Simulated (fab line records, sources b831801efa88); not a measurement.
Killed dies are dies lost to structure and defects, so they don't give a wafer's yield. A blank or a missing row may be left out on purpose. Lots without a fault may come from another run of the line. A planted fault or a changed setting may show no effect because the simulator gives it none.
Split-lot experiment | flow sfq_line | 5 lots, 23 wafers read, on a route of 325 steps

THE SPLIT
At SFQ_TRILAYER_I5_LITHO_COAT_144 (resist thk 650 nm), the setting resist_thk_nm was moved away from the recipe's 650 nm on 10 of the 23 wafers read, by -6.0% to +3.5%. The other wafers ran this setting at the recipe's value.

The reading is taken at the split's own step.

THE READING
KrF_of_TRILAYER_I5_LITHO_COAT_144.thk_nm (the simulator's own value, which no gauge read), in nm, at SFQ_TRILAYER_I5_LITHO_COAT_144 (resist thk 650 nm). The file gives no usual value for it. The 13 wafers here that ran the recipe average 650.5 nm, standard deviation 1.4 nm.

wafer  | tool, chamber at the split | resist_thk_nm as run, nm | against the recipe | KrF_of_TRILAYER_I5_LITHO_COAT_144.thk_nm, nm | against lot-mates on the recipe
L074.1 | litho_track-03, 0          | 650                      | recipe             | 651.8                                        | -
L074.2 | litho_track-03, 0          | 650                      | recipe             | 652.3                                        | -
L074.3 | litho_track-03, 0          | 626.4                    | -3.6%              | 629.5                                        | -22.7
L074.4 | litho_track-03, 0          | 626.4                    | -3.6%              | 627.6                                        | -24.6
L074.5 | litho_track-03, 0          | 650                      | recipe             | 652.6                                        | -
L077.1 | litho_track-02, 0          | 650                      | recipe             | 651.1                                        | -
L077.2 | litho_track-02, 0          | 611.2                    | -6.0%              | 609.3                                        | -41.0
L077.3 | litho_track-02, 0          | 611.2                    | -6.0%              | 612.6                                        | -37.6
L077.4 | litho_track-02, 0          | 650                      | recipe             | 649.4                                        | -
L077.5 | litho_track-02, 0          | 611.2                    | -6.0%              | 612.7                                        | -37.5
L078.2 | litho_track-03, 0          | 672.9                    | +3.5%              | 673.9                                        | +23.0
L078.3 | litho_track-03, 0          | 672.9                    | +3.5%              | 676.2                                        | +25.3
L078.4 | litho_track-03, 0          | 650                      | recipe             | 651.2                                        | -
L078.5 | litho_track-03, 0          | 650                      | recipe             | 650.6                                        | -
L078.6 | litho_track-03, 0          | 672.9                    | +3.5%              | 673.6                                        | +22.7
L079.1 | litho_track-04, 0          | 650                      | recipe             | 651                                          | -
L079.2 | litho_track-04, 0          | 628.9                    | -3.2%              | 629.2                                        | -21.4
L079.3 | litho_track-04, 0          | 628.9                    | -3.2%              | 631.3                                        | -19.3
L079.5 | litho_track-04, 0          | 650                      | recipe             | 649.3                                        | -
L079.6 | litho_track-04, 0          | 650                      | recipe             | 651.6                                        | -
L081.1 | litho_track-02, 0          | 650                      | recipe             | 648.2                                        | -
L081.4 | litho_track-02, 0          | 650                      | recipe             | 649.3                                        | -
L081.6 | litho_track-02, 0          | 650                      | recipe             | 648.4                                        | -

THE FIT
A straight line over all 23 wafers: KrF_of_TRILAYER_I5_LITHO_COAT_144.thk_nm changes by +6.53 nm for each +1% of resist_thk_nm; r = +1.00; the points scatter about the line by 1.5 nm.
The same after taking each lot's own level away (the mean of its wafers on the recipe; 23 wafers): +6.54 nm for each +1%; r = +1.00; scatter 1 nm.
On that fit, the largest move of resist_thk_nm shifts the reading by 39 nm.
The lots' own levels span 648.63 to 652.23 nm, that is 2.6 times the standard deviation above.
So the lot-to-lot level changes the slope little: the two slopes agree.
Check: with one of the wafers moved furthest among these (-6.0%) left out of the fit, the line predicts -38.3 nm for it against its lot-mates. It came out at -41 nm against them.

OTHER SPLITS ON THESE WAFERS
These wafers also went through other splits before the reading. Each is held against what the fit with the lots' levels taken away leaves over:
other split on the same wafers                  | wafers away from the commonest value | r with KrF_of_TRILAYER_I5_LITHO_COAT_144.thk_nm (lot level and that fit taken away)
SFQ_TRILAYER_R5_BARC_OPEN_METAL_ETCH_177 time_s | 11                                   | +0.24

THE FILE'S OWN FIT
KrF_of_TRILAYER_I5_LITHO_COAT_144.thk_nm changes by +6.51 nm for each +1% of resist_thk_nm, r = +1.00.
